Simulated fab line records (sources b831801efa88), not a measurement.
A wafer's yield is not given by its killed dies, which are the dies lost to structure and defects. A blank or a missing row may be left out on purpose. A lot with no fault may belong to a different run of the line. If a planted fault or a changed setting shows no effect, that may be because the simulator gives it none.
Which of the tools did it? | flow gf180mcu | 42 wafers from 14 lots sampled at 5 of the route's 602 steps

== WHAT THE GAUGES READ, wafer by wafer ==
GF_STI_CD_MEAS_12 targets a cd of 220 nm.
lot  | measured    | on       | cdNm (nm)
L690 | day 2 01:43 | cdSem-01 | 218.9 218.9 219.3
L691 | day 2 07:16 | cdSem-01 | 222.6 221.3 220.7
L692 | day 2 11:44 | cdSem-01 | 218.8 219.7 220.4
L693 | day 2 17:19 | cdSem-01 | 219.5 219.1 220.5
L695 | day 3 04:29 | cdSem-01 | 219.5 219.7 220.9
L696 | day 3 09:26 | cdSem-02 | 218.4 218.2 219.0
L698 | day 3 19:20 | cdSem-01 | 219.7 220.1 220.5
L701 | day 4 10:57 | cdSem-01 | 220.0 219.7 221.2
L703 | day 4 21:11 | cdSem-01 | 221.5 220.9 221.2
L705 | day 5 07:43 | cdSem-02 | 220.3 220.9 220.5
L707 | day 5 17:11 | cdSem-01 | 218.4 217.9 218.0
L708 | day 5 22:25 | cdSem-02 | 218.6 218.8 219.6
L709 | day 6 03:49 | cdSem-01 | 221.4 221.8 222.0
L713 | day 6 23:42 | cdSem-02 | 217.6 216.8 218.8

GF_LVPWELL_OVL_MEAS_07.
lot  | measured    | on         | LVPWELL_OVL (nm)
L690 | day 3 20:19 | overlay-02 | -2.6 -0.4 0.3
L691 | day 4 02:31 | overlay-01 | -1.5 -0.5 -0.9
L692 | day 4 08:49 | overlay-02 | 0.0 0.6 0.6
L693 | day 4 13:11 | overlay-02 | -0.5 -1.3 0.4
L695 | day 5 04:35 | overlay-02 | 0.9 -0.4 0.8
L696 | day 5 14:56 | overlay-01 | 2.6 0.4 1.2
L698 | day 5 18:19 | overlay-01 | 2.6 -0.5 1.0
L701 | day 6 12:07 | overlay-01 | -0.8 -0.4 -0.5
L703 | day 6 22:41 | overlay-01 | -1.9 -2.6 -2.0
L705 | day 7 12:34 | overlay-01 | -1.4 -2.0 -2.0
L707 | day 7 21:35 | overlay-01 | -0.5 0.4 -1.6
L708 | day 8 03:28 | overlay-02 | -1.0 -0.8 0.0
L709 | day 8 08:21 | overlay-01 | -3.0 -0.2 -2.9
L713 | day 9 06:41 | overlay-01 | -1.4 -0.1 -0.9

GF_VT_IMPLANT_OVL_MEAS_07.
lot  | measured     | on         | VT_IMPLANT_OVL (nm)
L690 | day 5 14:40  | overlay-01 | 2.0 1.8 -0.6
L691 | day 5 22:43  | overlay-01 | -1.9 -0.4 1.8
L692 | day 6 05:09  | overlay-01 | 1.8 -0.7 0.6
L693 | day 6 10:22  | overlay-01 | -0.8 0.5 1.1
L695 | day 7 02:50  | overlay-01 | 1.7 3.7 1.5
L696 | day 7 14:08  | overlay-01 | -0.9 -1.0 1.2
L698 | day 7 17:22  | overlay-01 | 1.7 0.0 0.2
L701 | day 8 13:54  | overlay-02 | -0.4 -3.3 -0.7
L703 | day 9 01:18  | overlay-01 | -0.3 -0.6 -0.1
L705 | day 9 16:28  | overlay-01 | -1.5 -3.3 1.3
L707 | day 10 02:46 | overlay-02 | -2.0 -2.8 -0.8
L708 | day 10 08:16 | overlay-01 | 3.0 0.3 0.5
L709 | day 10 14:31 | overlay-01 | -0.8 -2.6 -1.5
L713 | day 11 14:25 | overlay-02 | 1.0 -1.1 -1.9

GF_VT_IMPLANT_TW_MEAS_43.
lot  | measured     | on           | VT_IMPLANT_4_TW
L690 | day 7 14:25  | filmMetro-03 | 694 695 697
L691 | day 7 22:31  | filmMetro-02 | 678 683 683
L692 | day 8 06:08  | filmMetro-03 | 690 694 695
L693 | day 8 11:39  | filmMetro-04 | 690 694 691
L695 | day 9 05:14  | filmMetro-03 | 699 699 700
L696 | day 9 18:18  | filmMetro-02 | 679 681 678
L698 | day 9 21:04  | filmMetro-03 | 697 694 700
L701 | day 10 20:26 | filmMetro-04 | 743 746 745
L703 | day 11 07:58 | filmMetro-02 | 690 688 690
L705 | day 11 23:47 | filmMetro-02 | 737 740 741
L707 | day 12 11:56 | filmMetro-03 | 693 694 691
L708 | day 12 17:09 | filmMetro-02 | 680 683 683
L709 | day 13 00:45 | filmMetro-02 | 680 677 681
L713 | day 14 02:59 | filmMetro-04 | 688 693 693

== WHAT TOOL EACH LOT RAN ON (gives the tool, then ch and the chambers of the sampled wafers, and finally the start) ==
lot  | GF_VT_IMPLANT_IMPLANT_41
L690 | implanter-03 ch 0, day 7 14:11
L691 | implanter-01 ch 0, day 7 22:16
L692 | implanter-03 ch 0, day 8 05:55
L693 | implanter-01 ch 0, day 8 11:25
L695 | implanter-02 ch 0, day 9 04:59
L696 | implanter-02 ch 0, day 9 18:03
L698 | implanter-02 ch 0, day 9 20:50
L701 | implanter-03 ch 0, day 10 20:13
L703 | implanter-02 ch 0, day 11 07:43
L705 | implanter-03 ch 0, day 11 23:32
L707 | implanter-01 ch 0, day 12 11:41
L708 | implanter-02 ch 0, day 12 16:55
L709 | implanter-01 ch 0, day 13 00:31
L713 | implanter-03 ch 0, day 14 02:44
- GF_VT_IMPLANT_IMPLANT_41

== AS READ BY THE TOOLS THEMSELVES (means over the sampled wafers that have a number; for cases with no such wafer, the mark the record gives instead) ==
GF_VT_IMPLANT_IMPLANT_41.
lot  | tool         | beamEnergyKeV
L690 | implanter-03 | 69.970
L691 | implanter-01 | 69.965
L692 | implanter-03 | 69.986
L693 | implanter-01 | 69.997
L695 | implanter-02 | 70.018
L696 | implanter-02 | 69.993
L698 | implanter-02 | 70.012
L701 | implanter-03 | 89.998
L703 | implanter-02 | 69.992
L705 | implanter-03 | 90.008
L707 | implanter-01 | 70.042
L708 | implanter-02 | 69.985
L709 | implanter-01 | 70.022
L713 | implanter-03 | 69.984

== THE ANSWER, worked out from the rows above alone ==
Rule: the lots themselves supply what counts as usual. Put in order of their means at a reading, lots are off if they are a third of the lots or fewer, leave a main group of 4 or more, and stand apart from it by a gap of 3 or more times the standard deviation of the main group's means; of several such gaps the widest counts. A main group whose means are all the same, to the digits that the tables above print for the reading, isn't used. Also off: a lot with no number at a reading for which 4 or more lots have one. The other lots that the step has rows for count as sound. Order of review: gauges by route order, followed by the tools' own readings, for which a lot's mean as printed above is used. The first step at which some lot is off is used, and at that step the reading that is off furthest; a lot without a number counts as furthest.
Off: L701, L705, seen at GF_VT_IMPLANT_TW_MEAS_43 (VT_IMPLANT_4_TW). Mean 689 and standard deviation 6.7 in the main group.
A tool fits if, at a process step before that reading, it ran every lot that is off, and no sound lot after the first of them. The gauges at GF_VT_IMPLANT_TW_MEAS_43 aren't tried: what is off there is off at GF_VT_IMPLANT_IMPLANT_41 too, on other tools, and a gauge's error can't cause that. None of those tried fits.

== WHAT WAS PUT IN BY THE SIMULATOR ==
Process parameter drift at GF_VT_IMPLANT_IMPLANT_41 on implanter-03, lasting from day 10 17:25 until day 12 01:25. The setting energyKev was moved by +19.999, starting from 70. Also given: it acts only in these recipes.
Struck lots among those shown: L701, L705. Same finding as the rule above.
